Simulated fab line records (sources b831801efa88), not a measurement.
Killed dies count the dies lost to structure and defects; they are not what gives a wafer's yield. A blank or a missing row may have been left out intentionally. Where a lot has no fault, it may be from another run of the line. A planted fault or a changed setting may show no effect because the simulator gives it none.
Comparing a struck lot with a sound one / flow sky130 / 16 out of 708 route steps
Sound: the wafers L172.1, L172.3, L172.4. Wafers L177.4, L177.5, L177.6 were the ones struck. Last of all comes the cause.
Each step with rows lists, per side, the tool, then ch with its chambers, then its first start. Under that, the readings that differ: sound wafers / struck wafers / difference of the means / sigmas: that difference in standard deviations of wafers without a fault.
alike: words and numbers the same on both sides, and readings whose means are apart by under 2 such deviations; not compared: readings that were withheld, readings missing a value for some wafer, numbers with overlapping values and no deviation given by the record, and bounds like >300 which may hide the same value.
Wherever a step has rows on one side only, a row that says differs or no value, or a row with sigmas, the two part there. When numbers do not overlap yet have no deviation, they are printed without sigmas and do not part them. Lack of a reading on every wafer of one side parts them only where that side has two or more wafers.

first, 3 steps without rows for these wafers: SKY_METAL2_EXPOSE_12 (exposes mask MM2, target cd 140 nm); SKY_METAL2_PEB_13; SKY_METAL2_DEVELOP_14 (develop time 60 s).
SKY_METAL2_CD_MEAS_15: the cd target is 140 nm.
  sound: cd-sem-01 at day 36 13:09; struck: cd-sem-01 at day 38 04:21
  alike: cd-nm
SKY_METAL2_OVL_MEAS_16:
  sound: overlay-02 at day 36 13:16; struck: overlay-02 at day 38 04:26
  alike: METAL2_OVL
SKY_METAL2_DESCUM_17: chemistry O2, time 8 s.
  sound on rie-metal-03 ch 0,1, day 36 13:19; struck on rie-metal-03 ch 0,1, day 38 04:28
  alike: drypump-motor-current-A, oes-product-au
  not compared: rf-hours-counter-h
SKY_METAL2_ETCH_18: etches BARC in N2/H2, stops on SiO2, time 45.9 s, target depth 60 nm.
  sound on rie-metal-03 ch 0,1, day 36 13:20; struck on rie-metal-03 ch 0,1, day 38 04:30
  alike: drypump-motor-current-A, oes-product-au, throttle-valve-pct
  not compared: rf-hours-counter-h
SKY_METAL2_METAL_ETCH_19: etches the open film in Cl2/BCl3, stops on SiO2, target depth 360 nm, time 78 s.
  sound on rie-metal-03 ch 0,1, day 36 13:25; struck on rie-metal-03 ch 0,1, day 38 04:34
  alike: drypump-motor-current-A, mfc-cl2-sccm, oes-product-au, throttle-valve-pct
  not compared: rf-hours-counter-h
SKY_METAL2_STRIP_20: strips in O2/N2.
  sound on plasma-asher-01 ch 0,1, day 36 13:30; struck on plasma-asher-04 ch 0,1, day 38 04:40
  alike: drypump-motor-current-A, oes-product-au, strip-time-to-endpoint-s
  not compared: rf-hours-counter-h
then, 3 steps without rows for these wafers: SKY_METAL2_STRIP_21 (strips in post etch residue remover, time 1200 s); SKY_METAL2_CLEAN_22 (cleans in IPA, time 180 s); SKY_METAL2_CLEAN_23 (cleans in O3/DIW).
SKY_VIA2_HDPCVD_00: deposits SiO2, target thk 1180 nm, time 196.7 s.
  sound on hdpcvd-02 ch 1,2, day 36 14:05; struck on hdpcvd-02 ch 0,1,2, day 38 05:17
reading=sih4-flow-sccm (sccm); sound=59.80 59.99 60.12; struck=47.76 48.02 47.88; difference=-12.08; sigmas=-76
reading=model.SiO2_of_VIA2_HDPCVD_00.thk-nm (nm); sound=1191 1170 1186; struck=925.5 921.3 925; difference=-258.4; sigmas=
SKY_VIA2_THK_MEAS_01:
  sound: film-metro-03 at day 36 14:13; struck: film-metro-04 at day 38 05:37
reading=VIA2_HDPCVD_THK (nm); sound=1191 1170 1186; struck=926 921 926; difference=-258; sigmas=-23
  not compared: hold
SKY_VIA2_CMP_02: polishes SiO2.
  sound on cmp-01 ch 1,2,3, day 36 14:17; struck on cmp-01 ch 0,1, day 38 06:59
reading=hold; sound=- - -; struck=await-dispo/1.4h/release await-dispo/1.4h/release await-dispo/1.4h/release; difference=no value on the sound wafers; sigmas=
  alike: head-pressure-psi, motor-current-A, slurry-filter-dp-kPa
-- the record jumps here: 10 days lie between the struck wafers' starts before and after (it left off in module VIA2 and takes up again in module PAD_OPEN, whose first step shown is number 708 of the route) --
SKY_PAD_OPEN_PROBE_99:
  record: rows for the struck wafers here (prober-01, day 48 02:04), none for the sound ones

== WHERE THEY PART ==
Last at SKY_PAD_OPEN_PROBE_99 as far as this record goes, first at SKY_VIA2_HDPCVD_00.

WHY: what had been put in by the simulator
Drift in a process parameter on hdpcvd-02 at SKY_VIA2_HDPCVD_00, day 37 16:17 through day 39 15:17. The setting sih4-flow-sccm was moved by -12, starting from 60. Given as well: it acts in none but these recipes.
